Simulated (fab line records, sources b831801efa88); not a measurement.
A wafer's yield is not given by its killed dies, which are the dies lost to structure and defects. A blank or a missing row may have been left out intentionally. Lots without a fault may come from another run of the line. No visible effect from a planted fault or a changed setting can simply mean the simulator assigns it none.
Matching of chambers -- flow sky130 -- SKY_VIA2_CMP_24 on cmp-02 has 4 sister chambers
The step polishes, stops on SiO2, t overpolish 20 s, target thk 0 nm. 8 wafers are shown with their chamber, then 12 later ones without.

WAFERS PAIRED WITH THEIR CHAMBERS
wafer,chamber,motorCurrentA (A),timeToEndpointS (s)
L081.6,2,12.9,97
L085.3,1,10.4,106
L087.1,0,9.9,96
L087.2,2,12.4,94
L087.3,1,10.5,104
L088.1,0,10.3,98
L088.2,3,13.9,102
L088.6,3,13.7,104

WAFERS MISSING THEIR CHAMBER
wafer,motorCurrentA (A),timeToEndpointS (s)
L090.3,13.2,103
L090.5,14.2,104
L090.6,12.3,101
L094.2,9.9,109
L094.3,10.0,99
L094.4,13.7,110
L095.1,10.3,109
L095.3,13.8,108
L095.5,10.6,108
L097.2,12.4,104
L097.4,10.8,113
L097.5,9.4,101

CHAMBER TAKEN BY EACH
wafer,from the rows above,in truth
L090.3,3,3
L090.5,3,3
L090.6,2,2
L094.2,1,1
L094.3,0,0
L094.4,3,3
L095.1,1,1
L095.3,3,3
L095.5,1,1
L097.2,can't be placed: 2 or 3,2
L097.4,1,1
L097.5,can't be placed: 0 or 1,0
Correctly placed: 10 of 12. Can't be placed from these rows: 2 (the true chamber is among the candidates in 2). Wrongly placed: 0.
How it was worked out, from the rows above alone: a wafer's distance from a chamber is the root of the sum, over the readings, of the square of ((its reading less the chamber's mean) divided by the reading's scatter). The wafer belongs to the nearest chamber; if the next one is less than 2 further off, it can't be placed. For every chamber, the mean is computed from those of its wafers that are shown. The scatter: take each reading less its chamber's mean, square it, sum over the shown wafers, divide by the number of wafers less the number of chambers, and take the root.
